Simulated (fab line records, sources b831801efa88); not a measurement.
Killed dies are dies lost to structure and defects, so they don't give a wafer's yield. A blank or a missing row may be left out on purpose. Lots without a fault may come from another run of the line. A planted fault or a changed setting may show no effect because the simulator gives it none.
Which tool did it? | flow gf180mcu | 11 lots, 33 wafers sampled, at 5 steps of a route of 602

WHAT THE GAUGES READ, wafer by wafer
GF_MVPSD_OVL_MEAS_07.
lot  | measured     | on         | MVPSD_OVL (nm)
L878 | day 4 23:34  | overlay-01 | 0.7 2.6 1.0
L879 | day 5 09:22  | overlay-01 | 1.9 2.7 1.4
L880 | day 5 16:43  | overlay-01 | 3.0 0.9 -0.2
L881 | day 5 17:04  | overlay-02 | 0.5 1.5 1.4
L883 | day 6 10:41  | overlay-02 | 1.9 -0.1 0.4
L890 | day 7 20:49  | overlay-01 | 292.5 293.4 293.1
L891 | day 8 06:25  | overlay-01 | 292.6 291.4 290.3
L893 | day 8 16:52  | overlay-01 | 1.3 0.4 1.2
L895 | day 9 04:28  | overlay-02 | 2.1 0.4 1.8
L899 | day 10 02:43 | overlay-01 | 3.2 1.6 0.8
L900 | day 10 08:58 | overlay-02 | -1.3 -0.4 -0.3

GF_VT_IMPLANT_OVL_MEAS_29.
lot  | measured     | on         | VT_IMPLANT_02_OVL (nm)
L878 | day 6 19:40  | overlay-01 | 1.7 2.4 2.4
L879 | day 7 05:37  | overlay-02 | -1.0 -0.7 0.3
L880 | day 7 14:37  | overlay-02 | -1.2 0.3 -0.3
L881 | day 7 14:46  | overlay-01 | -2.5 0.1 -2.8
L883 | day 8 08:43  | overlay-01 | -1.3 0.0 -1.8
L890 | day 9 22:25  | overlay-01 | -0.4 0.3 0.3
L891 | day 10 08:43 | overlay-02 | -0.5 0.2 1.0
L893 | day 10 21:07 | overlay-02 | -0.4 -1.4 -0.3
L895 | day 11 09:34 | overlay-01 | 0.4 2.5 3.2
L899 | day 12 08:58 | overlay-01 | 2.1 1.2 1.1
L900 | day 12 15:52 | overlay-01 | -0.4 0.5 -1.4

GF_POLY_GATE_OVL_MEAS_11.
lot  | measured     | on         | POLY_GATE_OVL (nm)
L878 | day 9 06:56  | overlay-01 | 5 0 11
L879 | day 9 11:11  | overlay-02 | -6 16 8
L880 | day 9 19:11  | overlay-01 | 1 9 -2
L881 | day 9 22:32  | overlay-02 | -7 -2 8
L883 | day 10 19:44 | overlay-01 | -3 1 5
L890 | day 12 13:32 | overlay-01 | 4 14 0
L891 | day 13 04:29 | overlay-01 | -1 -9 -8
L893 | day 13 18:11 | overlay-02 | -4 6 -3
L895 | day 14 02:26 | overlay-01 | 10 -2 6
L899 | day 15 05:05 | overlay-01 | 11 -2 -1
L900 | day 15 13:08 | overlay-01 | 6 1 1

WHICH TOOL RAN EACH LOT (tool, then ch and the chambers of the sampled wafers, then the start)
lot  | GF_MVPSD_EXPOSE_04                  | GF_VT_IMPLANT_STRIP_42
L878 | iline_stepper-01 ch 0, day 4 17:06  | plasma_asher-04 ch 0,1, day 7 10:32
L879 | iline_stepper-01 ch 0, day 5 02:22  | plasma_asher-02 ch 0,1, day 7 20:50
L880 | iline_stepper-01 ch 0, day 5 09:53  | plasma_asher-04 ch 0,1, day 8 05:41
L881 | iline_stepper-02 ch 0, day 5 10:26  | plasma_asher-03 ch 0,1, day 8 06:35
L883 | iline_stepper-01 ch 0, day 6 03:50  | plasma_asher-04 ch 0,1, day 9 01:02
L890 | iline_stepper-01 ch 0, day 7 13:40  | plasma_asher-04 ch 0,1, day 10 16:02
L891 | iline_stepper-01 ch 0, day 7 22:34  | plasma_asher-04 ch 0,1, day 11 02:17
L893 | iline_stepper-02 ch 0, day 8 09:22  | plasma_asher-03 ch 0,1, day 11 15:38
L895 | iline_stepper-02 ch 0, day 8 20:37  | plasma_asher-02 ch 0,1, day 12 03:02
L899 | iline_stepper-02 ch 0, day 9 17:59  | plasma_asher-03 ch 0,1, day 13 04:56
L900 | iline_stepper-02 ch 0, day 10 01:22 | plasma_asher-04 ch 0,1, day 13 12:09
- GF_MVPSD_EXPOSE_04: exposes mask MVPSD, target cd 1000 nm.
- GF_VT_IMPLANT_STRIP_42: strips in O2/N2.

WHAT THE TOOLS THEMSELVES READ (means of the sampled wafers that have a number; where no wafer has one, the mark that the record gives instead)
GF_MVPSD_EXPOSE_04.
lot  | tool             | reticle_temp_C (C)
L878 | iline_stepper-01 | 23.02
L879 | iline_stepper-01 | 22.91
L880 | iline_stepper-01 | 22.99
L881 | iline_stepper-02 | 23.09
L883 | iline_stepper-01 | 22.98
L890 | iline_stepper-01 | 22.99
L891 | iline_stepper-01 | 22.77
L893 | iline_stepper-02 | 23.05
L895 | iline_stepper-02 | 23.08
L899 | iline_stepper-02 | 23.02
L900 | iline_stepper-02 | 22.99

GF_VT_IMPLANT_STRIP_42.
lot  | tool            | drypump_motor_current_A (A) | heater_power_w (W) | o2_flow_sccm (sccm) | oes_product_au (a.u.) | strip_time_to_endpoint_s (s)
L878 | plasma_asher-04 | 5.8                         | 332                | 2993                | 0.718                 | 12.63
L879 | plasma_asher-02 | 5.9                         | 324                | 3010                | 0.719                 | 12.61
L880 | plasma_asher-04 | 6.0                         | 364                | 2998                | 0.719                 | 12.66
L881 | plasma_asher-03 | 6.0                         | 330                | 3007                | 0.716                 | 12.62
L883 | plasma_asher-04 | 5.8                         | 339                | 3012                | 0.713                 | 12.65
L890 | plasma_asher-04 | 6.0                         | 361                | 2997                | 0.712                 | 12.65
L891 | plasma_asher-04 | 6.0                         | 360                | 2998                | 0.718                 | 12.67
L893 | plasma_asher-03 | 6.2                         | 327                | 2998                | 0.712                 | 12.69
L895 | plasma_asher-02 | 5.7                         | 333                | 3002                | 0.712                 | 12.68
L899 | plasma_asher-03 | 6.0                         | 329                | 3010                | 0.714                 | 12.64
L900 | plasma_asher-04 | 5.8                         | 340                | 2992                | 0.718                 | 12.66

THE ANSWER, worked out from the rows above alone
Rule: what is usual is taken from the lots themselves. Put in order of their means at a reading, lots are off if they are a third of the lots or fewer, leave a main group of 4 or more, and stand apart from it by a gap of 3 or more times the standard deviation of the main group's means; of several such gaps the widest counts. A main group whose means are all the same, to the digits that the tables above print for the reading, isn't used. A lot without any number at a reading at which 4 lots or more have one is off too. The other lots that the step has rows for count as sound. The gauges are gone through in route order, then the tools' own readings, and for those a lot's mean is taken as printed above. The first step at which some lot is off is used, and at that step the reading that is off furthest; a lot without a number counts as furthest.
Off: L890, L891, at GF_MVPSD_OVL_MEAS_07 (MVPSD_OVL). The main group: mean 1.1 nm, standard deviation 0.74.
A tool fits if, at a process step before that reading, it ran every lot that is off, and no sound lot after the first of them. The gauges at GF_MVPSD_OVL_MEAS_07 aren't tried: what is off there is off at GF_VT_IMPLANT_STRIP_42 too, on other tools, and a gauge's error can't cause that. One fits: iline_stepper-01 at GF_MVPSD_EXPOSE_04. Its last sound lot is L883 (day 6 03:50), its first lot that is off L890 (day 7 13:40): a fault that began between those two fits.

WHAT THE SIMULATOR HAD PUT IN
Scanner matching overlay: iline_stepper-01, from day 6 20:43 on, at GF_MVPSD_EXPOSE_04. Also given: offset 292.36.
Lots struck among those shown: L890, L891. The rule above found the same.
